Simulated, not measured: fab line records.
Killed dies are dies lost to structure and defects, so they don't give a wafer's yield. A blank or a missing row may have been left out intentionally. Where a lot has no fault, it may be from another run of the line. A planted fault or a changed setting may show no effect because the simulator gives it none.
2 desks, one fault || flow gf180mcu || only its own numbers are on each desk; what lay behind them is given at the end

TOOL OWNER'S DESK, pvdSputter-01
The tool's own readings at GF_M1_SPUTTER_02 (material AlCu, target thk 450 nm, time 23.9 s): means of the sampled wafers that have a number, for each lot that ran on this tool. Marked OUT: a lot whose mean sits more than 4 standard deviations from the usual mean, which makes it out of limits; the brackets give that distance.
Columns: A = chamberPressurePa at GF_M1_SPUTTER_02, usual 0.3999 Pa; B = throttleValvePct at GF_M1_SPUTTER_02, usual 29.8 %
{"lot": "L169", "first seen here": "day 18 11:49", "A": 0.3996, "B": 29.2}
{"lot": "L171", "first seen here": "day 19 02:05", "A": 0.3998, "B": 29.8}
{"lot": "L172", "first seen here": "day 19 19:50", "A": 0.3999, "B": 28.5}
{"lot": "L174", "first seen here": "day 19 20:35", "A": 0.3995, "B": 29.7}
{"lot": "L175", "first seen here": "day 20 12:11", "A": 0.4004, "B": 30.3}
{"lot": "L177", "first seen here": "day 21 11:31", "A": 0.3997, "B": 29.8}
{"lot": "L181", "first seen here": "day 22 06:23", "A": "0.4078 (+9.8) OUT", "B": 28.7}
{"lot": "L182", "first seen here": "day 22 15:32", "A": "0.4062 (+7.9) OUT", "B": 29.1}
This desk's finding: out of limits on L181, L182; first on L181, day 22 06:23 (chamberPressurePa at GF_M1_SPUTTER_02). In limits: L169, L171, L172, L174, L175, L177.

FROM THE METROLOGY DESK
What the gauges read, lot by lot, whatever tool the lot ran on: means of the sampled wafers that have a number. Marked OUT: a lot whose mean sits more than 4 standard deviations from the usual mean, which makes it out of limits; the brackets give that distance.
Columns: A = CONTACT_OVL at GF_CONTACT_OVL_MEAS_15, usual 2 nm; B = cdNm at GF_M1_CD_MEAS_14, usual 230.1 nm
{"lot": "L164", "first seen here": "day 16 04:53", "A": -5, "B": 231.6}
{"lot": "L166", "first seen here": "day 17 12:24", "A": -2, "B": 228.4}
{"lot": "L169", "first seen here": "day 18 10:31", "A": -5, "B": 231.2}
{"lot": "L171", "first seen here": "day 19 00:47", "A": 0, "B": 231.4}
{"lot": "L172", "first seen here": "day 19 18:31", "A": -2, "B": 231.2}
{"lot": "L174", "first seen here": "day 19 19:16", "A": 4, "B": 231.7}
{"lot": "L173", "first seen here": "day 19 19:55", "A": 12, "B": 232.2}
{"lot": "L175", "first seen here": "day 20 10:52", "A": 6, "B": 229.5}
{"lot": "L177", "first seen here": "day 21 10:06", "A": 3, "B": 230.1}
{"lot": "L179", "first seen here": "day 21 23:52", "A": 1, "B": 229.4}
{"lot": "L181", "first seen here": "day 22 04:58", "A": 1, "B": 231.0}
{"lot": "L182", "first seen here": "day 22 14:13", "A": 9, "B": 230.2}
{"lot": "L185", "first seen here": "day 23 07:46", "A": 2, "B": 228.4}
{"lot": "L187", "first seen here": "day 23 19:58", "A": 5, "B": 229.6}
This desk found nothing out of limits on any of the 14 lots.

BROUGHT TOGETHER
On L181, L182, at day 22 06:23, an alarm was possible from the tool owner's desk.
At the metrology desk, nothing out of limits was observed.
The metrology desk holds a record of L181, L182, inside its limits.
Every lot named ran GF_M1_SPUTTER_02 on pvdSputter-01.

WHAT WAS PUT IN BY THE SIMULATOR
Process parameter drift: pvdSputter-01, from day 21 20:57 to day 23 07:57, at GF_M1_SPUTTER_02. Setting chamberPressurePa shifted by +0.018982 from 0.4. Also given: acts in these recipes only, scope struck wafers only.
Struck lots among those shown: L181, L182.
Hours from the fault's start to each desk's first reading out of limits: the tool owner's desk, 9.
